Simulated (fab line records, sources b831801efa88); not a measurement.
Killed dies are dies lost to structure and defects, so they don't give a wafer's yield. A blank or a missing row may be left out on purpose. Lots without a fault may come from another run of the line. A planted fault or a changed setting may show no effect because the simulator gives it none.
fab line records | flow gf180mcu
record lots=24 wafers=72 last_day=34
route steps=602 shown V2@386 M4@471 MIM@503 TOP_METAL@572
lots that met no fault: from a run of the same line without faults
start_h: hours from the record's first day to the start of the lot's first wafer shown | wait_h: hours since the lot's step before | " the same as in the row above | L1.1+2: a row that stands for several wafers | - no value, or no start given | * or withheld: withheld | < > ~ a bound
route shown NAME@n: a module of which the file shows steps, and the number in the route of the first | usual: mean/standard deviation of fault-free wafers | same: alike in all rows | chamber/n: place in a boat | sites: the reading at each site | _std_site: their standard deviation | _edge_site: outer sites' mean less inner sites' | radius_mm: how far each site lies from the wafer's centre | mask NAME#n: copy n | behind: the tool/chamber that last shaped the wafer | hold: why the lot was held/for how many hours/how that ended | device: the transistor (n, p or np) that didn't switch | end of line: the same wafers' tests at the end of the route | a step without rows: its recipe alone | killed: dies lost to structure and defects at the first sort, not the wafer's yield | map: a wafer's dies, x killed, . not, _ none there
set.NAME: the setting as run; set.NAME@STEP: as run at that earlier step | model.NAME: the simulator's own value behind a step, which no gauge read
steps of the route over a sample of lots; a table a step, a row a wafer
services: from which hour (start_h, from the record's first day; less than 0 if before it) a tool's chamber was out of use, for how many hours, and why
## steps
# step GF_V2_CMP_04
# recipe material=SiO2 down_force_psi=4 platen_rpm=60 pad_velocity_m_s=0.94248
# usual motor_current_A=11.9/1.1 time_to_endpoint_s=80/4.6
# columns lot.wafer tool chamber start_h wait_h motor_current_A time_to_endpoint_s
L074.4 cmp-01 1 435.99 0.0 11.8 84
L074.1 " 2 " " 12.9 79
L074.6 " 1 " " 11.5 86
L075.3 cmp-01 3 453.86 0.1 10.9 76
L075.1 " 1 " " 10.9 78
L075.5 " 3 " " 10.3 81
L076.4 cmp-01 3 457.91 0.2 10.4 78
L076.1 " 1 " " 11.2 74
L076.6 " 3 " " 10.8 86
L077.3 cmp-02 2 464.40 0.1 10.6 74
L077.4 " 3 " " 13.2 81
L077.1 " 0 " " 12.7 71
L078.3 cmp-02 2 478.81 0.1 10.7 76
L078.4 " 0 " " 13.3 79
L078.5 " 1 " " 12.1 82
L079.3 cmp-02 3 484.55 0.1 13.7 79
L079.6 " 2 " " 10.0 84
L079.5 " 3 " " 13.2 85
L080.3 cmp-01 3 501.26 0.1 10.9 83
L080.6 " 1 " " 11.1 78
L080.5 " 2 " " 12.0 77
L081.3 cmp-01 1 507.35 0.1 11.6 74
L081.1 " 0 " " 11.6 77
L081.6 " 1 " " 11.5 81
L082.3 cmp-02 0 512.26 0.1 13.1 81
L082.4 " 1 " " 12.3 86
L082.5 " 0 " " 13.2 92
L083.1 cmp-02 3 515.34 0.1 14.0 79
L083.4 " 0 " " 12.9 80
L083.6 " 3 " " 13.7 82
L084.1 cmp-02 3 532.91 0.1 13.5 77
L084.2 " 2 " " 10.7 76
L084.6 " 0 " " 13.3 79
L085.1 cmp-01 3 536.29 0.1 10.8 73
L085.3 " 0 " " 10.9 73
L085.6 " 3 " " 10.3 78
L086.1 cmp-02 2 539.70 0.1 10.6 79
L086.4 " 0 " " 13.0 80
L086.6 " 2 " " 10.2 82
L087.1 cmp-02 3 554.92 0.5 13.9 83
L087.5 " 3 " " 13.6 92
L087.6 " 0 " " 13.0 86
L088.4 cmp-01 2 562.37 0.1 12.3 82
L088.2 " 3 " " 10.9 77
L088.5 " 0 " " 11.3 86
L089.4 cmp-01 0 581.72 0.1 11.1 80
L089.3 " 2 " " 13.5 75
L089.6 " 3 " " 10.9 86
L090.3 cmp-01 1 583.03 0.2 11.6 80
L090.5 " 2 " " 12.2 81
L090.6 " 3 " " 11.1 84
L091.2 cmp-01 1 585.57 0.1 11.7 80
L091.4 " 2 " " 12.5 80
L091.5 " 3 " " 10.9 86
L092.2 cmp-02 1 600.04 0.1 12.0 85
L092.3 " 2 " " 10.5 78
L092.1 " 3 " " 14.3 80
L094.2 cmp-01 3 607.02 0.1 11.1 72
L094.1 " 0 " " 11.4 66
L094.3 " 1 " " 11.2 71
L093.2 cmp-02 2 607.47 0.1 10.4 76
L093.1 " 0 " " 13.1 71
L093.6 " 2 " " 10.1 79
L095.4 cmp-01 1 611.66 0.1 11.1 79
L095.1 " 3 " " 10.8 81
L095.6 " 0 " " 11.0 86
L096.3 cmp-02 0 624.86 0.0 13.1 79
L096.2 " 1 " " 12.1 86
L096.1 " 2 " " 10.3 80
L097.4 cmp-01 2 628.85 0.0 12.9 82
L097.3 " 0 " " 11.2 72
L097.1 " 1 " " 11.7 84
# step GF_M4_OVL_MEAS_15
# usual M4_OVL=3/5.3
# columns lot.wafer tool chamber start_h wait_h M4_OVL[nm]
L074.1 overlay-02 - 535.74 0.1 10
L074.4 " - " " -1
L074.6 " - " " 4
L075.1 overlay-02 - 551.70 0.1 5
L075.3 " - " " -3
L075.5 " - " " 6
L076.1 overlay-02 - 556.99 0.1 1
L076.4 " - " " 1
L076.6 " - " " -4
L077.1 overlay-01 - 562.00 0.1 0
L077.3 " - " " 1
L077.4 " - " " 7
L078.3 overlay-02 - 574.25 0.1 5
L078.4 " - " " 5
L078.5 " - " " 10
L079.3 overlay-01 - 581.00 0.1 -2
L079.5 " - " " 4
L079.6 " - " " 6
L080.3 overlay-01 - 595.62 0.1 -10
L080.5 " - " " -8
L080.6 " - " " -5
L081.1 overlay-01 - 601.84 0.1 1
L081.3 " - " " 4
L081.6 " - " " 0
L082.3 overlay-01 - 605.37 0.1 5
L082.4 " - " " -7
L082.5 " - " " 3
L083.1 overlay-02 - 608.94 0.1 -2
L083.4 " - " " -1
L083.6 " - " " -3
L084.1 overlay-02 - 623.99 0.1 7
L084.2 " - " " 1
L084.6 " - " " 8
L085.1 overlay-01 - 628.39 0.1 14
L085.3 " - " " 10
L085.6 " - " " 8
L086.1 overlay-01 - 631.34 0.1 7
L086.4 " - " " 16
L086.6 " - " " 12
L087.1 overlay-02 - 644.23 0.1 6
L087.5 " - " " -1
L087.6 " - " " 4
L088.2 overlay-01 - 651.84 0.1 4
L088.4 " - " " -2
L088.5 " - " " 0
L089.3 overlay-02 - 668.70 0.1 9
L089.4 " - " " 7
L089.6 " - " " 6
L090.3 overlay-02 - 669.55 0.1 0
L090.5 " - " " 8
L090.6 " - " " 4
L091.2 overlay-01 - 671.60 0.1 2
L091.4 " - " " 4
L091.5 " - " " -1
L092.1 overlay-01 - 683.94 0.1 3
L092.2 " - " " 6
L092.3 " - " " 5
L094.1 overlay-01 - 691.50 0.1 11
L094.2 " - " " 8
L094.3 " - " " 4
L093.1 overlay-01 - 691.91 0.1 -3
L093.2 " - " " -3
L093.6 " - " " 6
L095.1 overlay-01 - 694.49 0.1 -5
L095.4 " - " " 0
L095.6 " - " " -3
L096.1 overlay-02 - 706.05 0.1 -4
L096.2 " - " " -4
L096.3 " - " " -7
L097.1 overlay-02 - 710.14 0.1 2
L097.3 " - " " 7
L097.4 " - " " 4
# step GF_MIM_SPUTTER_00
# recipe material=Ti target_thk_nm=37.5 arriving_ion_energy_ev=80 substrate_temp_c=200 chamber_pressure_pa=2 power_w=3886 time_s=150
# usual throttle_valve_pct=30.1/0.51
# columns lot.wafer tool chamber start_h wait_h throttle_valve_pct
L074.1 pvd_sputter-04 - 561.41 0.2 29.7
L074.4 " - " " 30.7
L074.6 " - " " 30.2
L075.1 pvd_sputter-04 - 576.74 0.2 30.4
L075.3 " - " " 29.9
L075.5 " - " " 30.2
L076.1 pvd_sputter-03 - 581.68 0.2 29.6
L076.4 " - " " 30.3
L076.6 " - " " 30.1
L077.1 pvd_sputter-04 - 586.54 0.2 30.3
L077.3 " - " " 30.5
L077.4 " - " " 30.0
L078.3 pvd_sputter-04 - 597.98 0.1 30.0
L078.4 " - " " 30.6
L078.5 " - " " 29.8
L079.3 pvd_sputter-03 - 604.93 0.1 29.8
L079.5 " - " " 30.1
L079.6 " - " " 29.9
L080.3 pvd_sputter-03 - 618.63 0.2 29.9
L080.5 " - " " 29.3
L080.6 " - " " 30.7
L081.1 pvd_sputter-04 - 625.73 0.1 29.9
L081.3 " - " " 30.3
L081.6 " - " " 30.4
L082.3 pvd_sputter-03 - 628.74 0.2 30.0
L082.4 " - " " 30.4
L082.5 " - " " 29.4
L083.1 pvd_sputter-03 - 632.38 0.1 30.0
L083.4 " - " " 29.3
L083.6 " - " " 30.2
L084.1 pvd_sputter-04 - 647.94 0.2 30.0
L084.2 " - " " 30.7
L084.6 " - " " 29.9
L085.1 pvd_sputter-04 - 651.77 0.1 30.4
L085.3 " - " " 30.0
L085.6 " - " " 30.0
L086.1 pvd_sputter-03 - 653.99 0.2 29.9
L086.4 " - " " 30.2
L086.6 " - " " 30.0
L087.1 pvd_sputter-03 - 665.66 0.2 30.8
L087.5 " - " " 30.6
L087.6 " - " " 29.9
L088.2 pvd_sputter-03 - 673.97 0.1 30.3
L088.4 " - " " 29.4
L088.5 " - " " 30.1
L089.3 pvd_sputter-03 - 690.29 0.2 29.3
L089.4 " - " " 30.7
L089.6 " - " " 30.7
L090.3 pvd_sputter-03 - 690.84 0.2 30.0
L090.5 " - " " 30.8
L090.6 " - " " 29.1
L091.2 pvd_sputter-03 - 693.24 0.2 29.9
L091.4 " - " " 30.2
L091.5 " - " " 30.5
L092.1 pvd_sputter-04 - 705.33 0.2 30.2
L092.2 " - " " 29.9
L092.3 " - " " 30.0
L094.1 pvd_sputter-03 - 712.43 0.1 29.3
L094.2 " - " " 30.3
L094.3 " - " " 29.9
L093.1 pvd_sputter-03 - 713.09 0.2 29.3
L093.2 " - " " 30.0
L093.6 " - " " 30.2
L095.1 pvd_sputter-04 - 715.28 0.2 29.8
L095.4 " - " " 30.4
L095.6 " - " " 30.4
L096.1 pvd_sputter-01 - 726.77 0.2 30.3
L096.2 " - " " 30.1
L096.3 " - " " 32.1
L097.1 pvd_sputter-03 - 730.18 0.2 30.6
L097.3 " - " " 29.2
L097.4 " - " " 30.3
# step GF_MIM_SPUTTER_01
# recipe material=TiN target_thk_nm=30 power_w=6500 time_s=25 chamber_pressure_pa=0.4
# usual throttle_valve_pct=30.1/0.51
# columns lot.wafer tool chamber start_h wait_h throttle_valve_pct
L074.1 pvd_sputter-04 - 561.51 0.1 29.7
L074.4 " - " " 30.4
L074.6 " - " " 30.0
L075.1 pvd_sputter-04 - 576.84 0.1 30.1
L075.3 " - " " 30.2
L075.5 " - " " 29.7
L076.1 pvd_sputter-03 - 581.78 0.1 29.5
L076.4 " - " " 30.4
L076.6 " - " " 30.0
L077.1 pvd_sputter-04 - 586.64 0.1 30.0
L077.3 " - " " 30.4
L077.4 " - " " 30.6
L078.3 pvd_sputter-04 - 598.08 0.1 30.1
L078.4 " - " " 30.6
L078.5 " - " " 30.1
L079.3 pvd_sputter-03 - 605.03 0.1 29.8
L079.5 " - " " 30.3
L079.6 " - " " 30.2
L080.3 pvd_sputter-03 - 618.73 0.1 30.1
L080.5 " - " " 29.4
L080.6 " - " " 30.9
L081.1 pvd_sputter-04 - 625.83 0.1 30.0
L081.3 " - " " 30.0
L081.6 " - " " 30.3
L082.3 pvd_sputter-03 - 628.84 0.1 30.2
L082.4 " - " " 30.2
L082.5 " - " " 29.3
L083.1 pvd_sputter-03 - 632.48 0.1 30.0
L083.4 " - " " 29.5
L083.6 " - " " 30.0
L084.1 pvd_sputter-04 - 648.04 0.1 29.8
L084.2 " - " " 30.7
L084.6 " - " " 29.8
L085.1 pvd_sputter-04 - 651.87 0.1 30.6
L085.3 " - " " 29.9
L085.6 " - " " 29.8
L086.1 pvd_sputter-03 - 654.09 0.1 30.3
L086.4 " - " " 30.4
L086.6 " - " " 29.9
L087.1 pvd_sputter-03 - 665.76 0.1 30.3
L087.5 " - " " 30.1
L087.6 " - " " 29.9
L088.2 pvd_sputter-03 - 674.07 0.1 30.4
L088.4 " - " " 29.8
L088.5 " - " " 30.0
L089.3 pvd_sputter-03 - 690.39 0.1 29.3
L089.4 " - " " 30.8
L089.6 " - " " 30.7
L090.3 pvd_sputter-03 - 690.94 0.1 29.9
L090.5 " - " " 30.7
L090.6 " - " " 29.4
L091.2 pvd_sputter-03 - 693.34 0.1 30.1
L091.4 " - " " 30.3
L091.5 " - " " 31.0
L092.1 pvd_sputter-04 - 705.43 0.1 30.5
L092.2 " - " " 30.0
L092.3 " - " " 29.8
L094.1 pvd_sputter-03 - 712.53 0.1 29.5
L094.2 " - " " 30.3
L094.3 " - " " 30.0
L093.1 pvd_sputter-03 - 713.19 0.1 29.2
L093.2 " - " " 29.9
L093.6 " - " " 29.9
L095.1 pvd_sputter-04 - 715.38 0.1 30.1
L095.4 " - " " 30.5
L095.6 " - " " 30.2
L096.1 pvd_sputter-01 - 726.87 0.1 30.1
L096.2 " - " " 30.1
L096.3 " - " " 32.3
L097.1 pvd_sputter-03 - 730.28 0.1 30.1
L097.3 " - " " 29.2
L097.4 " - " " 30.2
# step GF_MIM_SPUTTER_09
# recipe material=TiN target_thk_nm=35 power_w=6500 time_s=29.2 chamber_pressure_pa=0.4
# usual throttle_valve_pct=30.2/0.65
# columns lot.wafer tool chamber start_h wait_h throttle_valve_pct
L074.1 pvd_sputter-01 - 561.79 0.0 29.3
L074.4 " - " " 30.3
L074.6 " - " " 29.4
L075.1 pvd_sputter-01 - 577.13 0.0 29.3
L075.3 " - " " 30.1
L075.5 " - " " 30.2
L076.1 pvd_sputter-04 - 582.06 0.0 29.7
L076.4 " - " " 30.1
L076.6 " - " " 29.7
L077.1 pvd_sputter-03 - 586.92 0.0 30.6
L077.3 " - " " 29.1
L077.4 " - " " 29.9
L078.3 pvd_sputter-03 - 598.36 0.0 29.6
L078.4 " - " " 30.2
L078.5 " - " " 30.2
L079.3 pvd_sputter-04 - 605.31 0.0 29.8
L079.5 " - " " 30.6
L079.6 " - " " 30.1
L080.3 pvd_sputter-01 - 619.01 0.0 30.1
L080.5 " - " " 30.3
L080.6 " - " " 29.2
L081.1 pvd_sputter-03 - 626.11 0.0 29.3
L081.3 " - " " 30.4
L081.6 " - " " 30.6
L082.3 pvd_sputter-01 - 629.12 0.0 29.4
L082.4 " - " " 30.0
L082.5 " - " " 30.3
L083.1 pvd_sputter-01 - 632.76 0.0 30.0
L083.4 " - " " 32.1
L083.6 " - " " 30.2
L084.1 pvd_sputter-04 - 648.32 0.0 30.5
L084.2 " - " " 29.8
L084.6 " - " " 30.7
L085.1 pvd_sputter-03 - 652.15 0.0 30.6
L085.3 " - " " 29.8
L085.6 " - " " 29.7
L086.1 pvd_sputter-04 - 654.37 0.0 30.0
L086.4 " - " " 30.0
L086.6 " - " " 30.3
L087.1 pvd_sputter-01 - 666.04 0.0 30.1
L087.5 " - " " 29.3
L087.6 " - " " 30.2
L088.2 pvd_sputter-04 - 674.35 0.0 30.4
L088.4 " - " " 29.8
L088.5 " - " " 30.3
L089.3 pvd_sputter-04 - 690.69 0.0 29.8
L089.4 " - " " 30.4
L089.6 " - " " 29.7
L090.3 pvd_sputter-01 - 691.24 0.0 30.0
L090.5 " - " " 29.1
L090.6 " - " " 30.1
L091.2 pvd_sputter-04 - 693.62 0.0 30.2
L091.4 " - " " 29.9
L091.5 " - " " 30.7
L092.1 pvd_sputter-03 - 705.71 0.0 30.4
L092.2 " - " " 29.9
L092.3 " - " " 30.6
L094.1 pvd_sputter-01 - 712.81 0.0 30.2
L094.2 " - " " 29.4
L094.3 " - " " 30.4
L093.1 pvd_sputter-04 - 713.47 0.0 30.3
L093.2 " - " " 30.6
L093.6 " - " " 29.9
L095.1 pvd_sputter-01 - 715.66 0.0 29.8
L095.4 " - " " 32.2
L095.6 " - " " 30.1
L096.1 pvd_sputter-04 - 727.15 0.0 30.7
L096.2 " - " " 30.2
L096.3 " - " " 30.0
L097.1 pvd_sputter-04 - 730.56 0.0 30.5
L097.3 " - " " 30.1
L097.4 " - " " 30.5
# step GF_TOP_METAL_RS_MEAS_05
# recipe thk_meas_gauge=four-point-probe reads=TiN_of_TOP_METAL_SPUTTER_04+Ti_of_TOP_METAL_SPUTTER_03+AlCu_of_TOP_METAL_SPUTTER_02+TiN_of_TOP_METAL_SPUTTER_01+Ti_of_TOP_METAL_SPUTTER_00
# usual TOP_METAL_ALCU_RS=0.03268/0.00024
# columns lot.wafer tool chamber start_h wait_h TOP_METAL_ALCU_RS[ohm/sq]
L074.1 film_metro-01 - 628.47 0.0 0.0328
L074.4 " - " " 0.03314
L074.6 " - " " 0.03278
L075.1 film_metro-02 - 643.44 0.0 0.03243
L075.3 " - " " 0.03251
L075.5 " - " " 0.03267
L076.1 film_metro-02 - 648.46 0.0 0.03183
L076.4 " - " " 0.03244
L076.6 " - " " 0.03215
L077.1 film_metro-02 - 653.42 0.0 0.03298
L077.3 " - " " 0.03299
L077.4 " - " " 0.03308
L078.3 film_metro-02 - 661.95 0.1 0.03277
L078.4 " - " " 0.03281
L078.5 " - " " 0.03273
L079.3 film_metro-02 - 668.65 0.1 0.03245
L079.5 " - " " 0.0329
L079.6 " - " " 0.03259
L080.3 film_metro-02 - 680.28 0.1 0.03251
L080.5 " - " " 0.03267
L080.6 " - " " 0.0327
L081.1 film_metro-02 - 687.88 0.0 0.03205
L081.3 " - " " 0.03271
L081.6 " - " " 0.03226
L082.3 film_metro-03 - 690.80 0.1 0.03263
L082.4 " - " " 0.03265
L082.5 " - " " 0.03255
L083.1 film_metro-03 - 694.88 0.0 0.0327
L083.4 " - " " 0.03247
L083.6 " - " " 0.03268
L084.1 film_metro-02 - 708.11 0.0 0.03251
L084.2 " - " " 0.03225
L084.6 " - " " 0.03241
L085.1 film_metro-01 - 711.42 0.0 0.03247
L085.3 " - " " 0.03228
L085.6 " - " " 0.03258
L086.1 film_metro-02 - 714.40 0.0 0.03306
L086.4 " - " " 0.03295
L086.6 " - " " 0.0327
L087.1 film_metro-02 - 724.34 0.0 0.03265
L087.5 " - " " 0.03301
L087.6 " - " " 0.03259
L088.2 film_metro-03 - 733.24 0.0 0.03258
L088.4 " - " " 0.03236
L088.5 " - " " 0.03239
L089.3 film_metro-02 - 748.35 0.1 0.03271
L089.4 " - " " 0.0327
L089.6 " - " " 0.0328
L090.3 film_metro-01 - 748.95 0.1 0.03288
L090.5 " - " " 0.03283
L090.6 " - " " 0.03275
L091.2 film_metro-02 - 751.65 0.1 0.03278
L091.4 " - " " 0.03267
L091.5 " - " " 0.03235
L092.1 film_metro-02 - 759.78 0.0 0.03284
L092.2 " - " " 0.03281
L092.3 " - " " 0.03286
L094.1 film_metro-02 - 768.37 0.0 0.03301
L094.2 " - " " 0.03321
L094.3 " - " " 0.0332
L093.1 film_metro-01 - 769.40 0.0 0.03299
L093.2 " - " " 0.03265
L093.6 " - " " 0.03263
L095.1 film_metro-03 - 771.07 0.0 0.03283
L095.4 " - " " 0.03258
L095.6 " - " " 0.03285
L096.1 film_metro-01 - 778.09 0.0 0.03251
L096.2 " - " " 0.03283
L096.3 " - " " 0.03288
L097.1 film_metro-02 - 782.65 0.0 0.03268
L097.3 " - " " 0.0325
L097.4 " - " " 0.0327
## services
# columns tool chamber start_h hours kind
cmp-02 - 419.89 0.5 repair
cmp-02 - 422.19 3.5 repair
cmp-02 - 447.43 0.5 repair
cmp-01 - 459.28 0.3 repair
pvd_sputter-03 2 480.67 - consumable_replace:kit
pvd_sputter-03 2 480.67 18.0 scheduled_down
pvd_sputter-03 2 480.67 18.0 vent_cycle
pvd_sputter-04 - 500.69 0.9 repair
cmp-01 - 502.14 0.9 repair
cmp-01 - 520.97 0.2 repair
pvd_sputter-01 - 536.18 1.1 repair
pvd_sputter-01 - 543.70 4.9 repair
cmp-01 - 553.92 4.2 pm
cmp-01 - 572.00 4.0 pm
pvd_sputter-01 - 581.14 27.6 repair
cmp-01 - 585.98 2.4 repair
cmp-02 - 638.21 11.7 pm
pvd_sputter-01 - 644.27 8.1 repair
pvd_sputter-04 - 678.48 3.4 repair
cmp-02 - 678.92 0.3 repair
pvd_sputter-03 - 696.67 5.0 repair
cmp-01 - 722.64 0.7 repair
cmp-02 - 724.76 4.2 pm
pvd_sputter-01 - 728.86 14.8 repair
## key
fault none
